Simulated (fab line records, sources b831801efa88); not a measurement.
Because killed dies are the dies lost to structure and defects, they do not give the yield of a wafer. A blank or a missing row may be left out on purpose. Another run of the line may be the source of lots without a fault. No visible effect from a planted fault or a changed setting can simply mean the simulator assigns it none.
Chamber matching | flow sky130 | cmp-02 running SKY_VIA2_CMP_24: 4 sister chambers
The step polishes, stops on SiO2, t overpolish 20 s, target thk 0 nm. 7 wafers are shown with their chamber, then 8 later ones without.

## WAFERS, EACH WITH ITS CHAMBER
wafer  | chamber | timeToEndpointS (s) | platenRpm (rpm)
L076.1 | 2       | 90                  | 60.05
L076.2 | 1       | 95                  | 59.95
L077.2 | 1       | 96                  | 59.98
L077.5 | 3       | 97                  | 59.98
L079.5 | 3       | 94                  | 60.03
L079.6 | 0       | 95                  | 60.01
L080.2 | 0       | 101                 | 60.02

## WAFERS WITHOUT THEIR CHAMBER
wafer  | timeToEndpointS (s) | platenRpm (rpm)
L080.5 | 99                  | 59.96
L080.6 | 101                 | 59.97
L082.3 | 94                  | 60.06
L082.5 | 101                 | 60.08
L082.6 | 97                  | 60.00
L084.1 | 100                 | 60.02
L084.4 | 100                 | 59.92
L084.6 | 100                 | 59.96

## CHAMBER TAKEN BY EACH
wafer  | from the rows above          | in truth
L080.5 | can't be placed: 1 or 3 or 0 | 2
L080.6 | can't be placed: 1 or 0 or 3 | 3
L082.3 | can't be placed: 2 or 3 or 0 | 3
L082.5 | can't be placed: 0 or 3 or 2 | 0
L082.6 | can't be placed: 3 or 0 or 1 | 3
L084.1 | can't be placed: 0 or 3      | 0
L084.4 | can't be placed: 1 or 3 or 0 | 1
L084.6 | can't be placed: 1 or 0 or 3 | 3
Correct placement for 0 of the 8. These rows do not allow placing 8 (true chamber among the candidates in 7). 0 placed wrongly.
How it was worked out, from the rows above alone: a wafer's distance from a chamber is the root of the sum, over the readings, of the square of ((its reading less the chamber's mean) divided by the reading's scatter). The wafer belongs to the nearest chamber; if the next one is less than 2 further off, it can't be placed. A chamber's mean is the mean of its shown wafers. The scatter: take each reading less its chamber's mean, square it, sum over the shown wafers, divide by the number of wafers less the number of chambers, and take the root.
